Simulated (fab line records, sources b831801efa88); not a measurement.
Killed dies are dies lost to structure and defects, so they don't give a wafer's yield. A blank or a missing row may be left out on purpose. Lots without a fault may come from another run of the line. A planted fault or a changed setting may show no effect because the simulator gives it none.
Which tool did it? | flow gf180mcu | 24 lots, 72 wafers sampled, at 3 steps of a route of 602

WHAT THE GAUGES READ, wafer by wafer
GF_V2_THK_MEAS_25: measures by xrf. Usual: V2_W_THK 347 nm, standard deviation 6.
lot  | measured     | on            | V2_W_THK (nm) | flag
L074 | day 20 12:28 | film_metro-04 | 348 342 348   |
L075 | day 20 12:43 | film_metro-02 | 349 357 355   |
L076 | day 21 05:36 | film_metro-03 | 350 345 356   |
L077 | day 21 09:19 | film_metro-03 | 345 355 345   |
L078 | day 21 21:58 | film_metro-02 | 340 345 340   |
L079 | day 22 07:01 | film_metro-04 | 342 354 344   |
L080 | day 22 21:19 | film_metro-03 | 355 353 352   |
L081 | day 23 03:49 | film_metro-04 | 339 340 347   |
L082 | day 23 13:50 | film_metro-02 | 345 352 349   |
L083 | day 23 20:39 | film_metro-02 | 343 352 353   |
L084 | day 24 00:58 | film_metro-02 | 352 350 350   |
L085 | day 24 07:48 | film_metro-04 | 337 348 346   |
L086 | day 24 23:29 | film_metro-04 | 335 337 346   |
L087 | day 25 04:23 | film_metro-04 | 348 345 334   |
L088 | day 25 09:11 | film_metro-02 | 356 349 349   |
L089 | day 25 18:29 | film_metro-02 | 343 357 355   |
L090 | day 26 00:01 | film_metro-02 | 348 349 357   |
L091 | day 26 06:25 | film_metro-02 | 347 345 359   |
L092 | day 26 11:39 | film_metro-04 | 344 351 336   |
L093 | day 27 03:18 | film_metro-03 | 347 340 348   |
L094 | day 27 05:49 | film_metro-03 | 350 352 344   |
L095 | day 27 12:37 | film_metro-04 | 349 343 338   |
L096 | day 27 21:32 | film_metro-04 | 352 344 342   |
L097 | day 28 07:50 | film_metro-04 | 345 349 337   |

WHICH TOOL RAN EACH LOT (tool, then ch and the chambers of the sampled wafers, then the start)
lot  | GF_V2_ETCH_17                                 | GF_V2_STRIP_18
L074 | rie_diel-03 ch 1,2, day 20 11:36 or earlier   | plasma_asher-04 ch 0,1, day 20 11:36
L075 | rie_diel-04 ch 0,2,3, day 20 11:50 or earlier | plasma_asher-02 ch 0,1, day 20 11:50
L076 | rie_diel-01 ch 0,2,3, day 21 04:42 or earlier | plasma_asher-03 ch 0,1, day 21 04:42
L077 | rie_diel-04 ch 0,2,3, day 21 08:27 or earlier | plasma_asher-02 ch 0,1, day 21 08:27
L078 | rie_diel-04 ch 0,1,3, day 21 21:03 or earlier | plasma_asher-03 ch 0,1, day 21 21:03
L079 | rie_diel-04 ch 0,1,2, day 22 06:05 or earlier | plasma_asher-02 ch 0,1, day 22 06:05
L080 | rie_diel-04 ch 0,3, day 22 20:26 or earlier   | plasma_asher-02 ch 0,1, day 22 20:26
L081 | rie_diel-04 ch 0,2,3, day 23 02:56 or earlier | plasma_asher-03 ch 0,1, day 23 02:56
L082 | rie_diel-03 ch 0,2,3, day 23 12:56 or earlier | plasma_asher-04 ch 0,1, day 23 12:56
L083 | rie_diel-03 ch 0,2,3, day 23 19:47 or earlier | plasma_asher-02 ch 0,1, day 23 19:47
L084 | rie_diel-01 ch 0,1, day 24 00:05 or earlier   | plasma_asher-02 ch 0,1, day 24 00:05
L085 | rie_diel-01 ch 1,2,3, day 24 06:52 or earlier | plasma_asher-04 ch 1, day 24 06:52
L086 | rie_diel-04 ch 0,2,3, day 24 22:15 or earlier | plasma_asher-03 ch 0,1, day 24 22:15
L087 | rie_diel-01 ch 0,1,3, day 25 03:24 or earlier | plasma_asher-04 ch 0,1, day 25 03:24
L088 | rie_diel-01 ch 1,2,3, day 25 08:19 or earlier | plasma_asher-04 ch 0,1, day 25 08:19
L089 | rie_diel-01 ch 2,3, day 25 17:29 or earlier   | plasma_asher-04 ch 0,1, day 25 17:29
L090 | rie_diel-03 ch 0,1,2, day 25 23:09 or earlier | plasma_asher-03 ch 0,1, day 25 23:09
L091 | rie_diel-03 ch 0,1,2, day 26 05:33 or earlier | plasma_asher-04 ch 0,1, day 26 05:33
L092 | rie_diel-03 ch 0,1,2, day 26 10:47 or earlier | plasma_asher-02 ch 0,1, day 26 10:47
L093 | rie_diel-03 ch 1,3, day 27 02:26 or earlier   | plasma_asher-03 ch 0,1, day 27 02:26
L094 | rie_diel-04 ch 0,1,2, day 27 04:58 or earlier | plasma_asher-04 ch 0,1, day 27 04:58
L095 | rie_diel-04 ch 2,3, day 27 11:44 or earlier   | plasma_asher-03 ch 0,1, day 27 11:44
L096 | rie_diel-01 ch 0,1,3, day 27 20:38 or earlier | plasma_asher-04 ch 0,1, day 27 20:38
L097 | rie_diel-03 ch 0,2,3, day 28 06:58 or earlier | plasma_asher-02 ch 0,1, day 28 06:58
- GF_V2_ETCH_17: etches SiO2 in C4F8/O2/Ar, stops on TiN, target depth 630 nm.
- GF_V2_STRIP_18: strips in O2/N2.

WHAT THE TOOLS THEMSELVES READ (means of the sampled wafers that have a number; where no wafer has one, the mark that the record gives instead)
GF_V2_ETCH_17. Usual: chamber_pressure_mTorr 40.00 mTorr, standard deviation 0.042; oes_product_au 0.856 a.u., standard deviation 0.0048.
lot  | tool        | chamber_pressure_mTorr (mTorr) | oes_product_au (a.u.) | flag
L074 | rie_diel-03 | 39.97                          | 0.857                 |
L075 | rie_diel-04 | 40.00                          | 0.854                 |
L076 | rie_diel-01 | 39.99                          | 0.856                 |
L077 | rie_diel-04 | 39.92                          | 0.854                 |
L078 | rie_diel-04 | 40.06                          | 0.855                 |
L079 | rie_diel-04 | 39.96                          | 0.856                 |
L080 | rie_diel-04 | 40.02                          | 0.862                 |
L081 | rie_diel-04 | 40.00                          | 0.856                 |
L082 | rie_diel-03 | 40.00                          | 0.857                 |
L083 | rie_diel-03 | 39.98                          | 0.855                 |
L084 | rie_diel-01 | 40.01                          | 0.859                 |
L085 | rie_diel-01 | 40.02                          | 0.859                 |
L086 | rie_diel-04 | 39.98                          | 0.858                 |
L087 | rie_diel-01 | 40.01                          | 0.856                 |
L088 | rie_diel-01 | 39.97                          | 0.858                 |
L089 | rie_diel-01 | 40.00                          | 0.859                 |
L090 | rie_diel-03 | 39.97                          | 0.853                 |
L091 | rie_diel-03 | 39.98                          | 0.856                 |
L092 | rie_diel-03 | 39.98                          | 0.851                 |
L093 | rie_diel-03 | 40.03                          | 0.855                 |
L094 | rie_diel-04 | 40.02                          | 0.860                 |
L095 | rie_diel-04 | 39.95                          | 0.853                 |
L096 | rie_diel-01 | 39.98                          | 0.857                 |
L097 | rie_diel-03 | 39.97                          | 0.855                 |

GF_V2_STRIP_18. Usual: chamber_pressure_mTorr 1500.0 mTorr, standard deviation 1.4; drypump_motor_current_A 5.7 A, standard deviation 0.57; heater_power_w 353 W, standard deviation 43; oes_product_au 0.599 a.u., standard deviation 0.0049.
lot  | tool            | chamber_pressure_mTorr (mTorr) | drypump_motor_current_A (A) | heater_power_w (W) | oes_product_au (a.u.) | flag
L074 | plasma_asher-04 | 1499.6                         | 6.4                         | 392                | 0.600                 |
L075 | plasma_asher-02 | 1500.0                         | 5.3                         | 358                | 0.602                 |
L076 | plasma_asher-03 | 1499.5                         | 5.1                         | 308                | 0.599                 |
L077 | plasma_asher-02 | 1499.9                         | 5.5                         | 333                | 0.592                 |
L078 | plasma_asher-03 | 1499.3                         | 5.4                         | 316                | 0.594                 |
L079 | plasma_asher-02 | 1500.7                         | 5.5                         | 329                | 0.597                 |
L080 | plasma_asher-02 | 1499.1                         | 5.3                         | 351                | 0.598                 |
L081 | plasma_asher-03 | 1500.5                         | 5.4                         | 317                | 0.594                 |
L082 | plasma_asher-04 | 1501.7                         | 6.3                         | 389                | 0.598                 |
L083 | plasma_asher-02 | 1499.0                         | 5.5                         | 335                | 0.598                 |
L084 | plasma_asher-02 | 1501.2                         | 5.5                         | 333                | 0.604                 |
L085 | plasma_asher-04 | 1500.5                         | 6.6                         | 396                | 0.603                 |
L086 | plasma_asher-03 | 1500.4                         | 5.4                         | 313                | 0.601                 |
L087 | plasma_asher-04 | 1499.0                         | 6.4                         | 394                | 0.603                 |
L088 | plasma_asher-04 | 1499.1                         | 6.4                         | 394                | 0.600                 |
L089 | plasma_asher-04 | 1500.1                         | 6.4                         | 395                | 0.597                 |
L090 | plasma_asher-03 | 1499.6                         | 5.1                         | 301                | 0.598                 |
L091 | plasma_asher-04 | 1500.8                         | 6.4                         | 392                | 0.600                 |
L092 | plasma_asher-02 | 1501.1                         | 5.3                         | 358                | 0.603                 |
L093 | plasma_asher-03 | 1499.2                         | 5.1                         | 305                | 0.604                 |
L094 | plasma_asher-04 | 1500.1                         | 6.3                         | 400                | 0.595                 |
L095 | plasma_asher-03 | 1500.5                         | 5.4                         | 310                | 0.593                 |
L096 | plasma_asher-04 | 1499.8                         | 6.4                         | 388                | 0.600                 |
L097 | plasma_asher-02 | 1499.0                         | 5.3                         | 355                | 0.595                 |

THE ANSWER, worked out from the rows above alone
Rule: a lot is off if the mean of its wafers that have a number lies more than 3 standard deviations from the usual mean. A lot without any number at a reading at which 4 lots or more have one is off too. The other lots that the step has rows for count as sound. The gauges are gone through in route order, then the tools' own readings, and for those a lot's mean is taken as printed above. The first step at which some lot is off is used, and at that step the reading that is off furthest; a lot without a number counts as furthest.
No lot is off at any reading shown: from this, nothing can be told.

WHAT THE SIMULATOR HAD PUT IN
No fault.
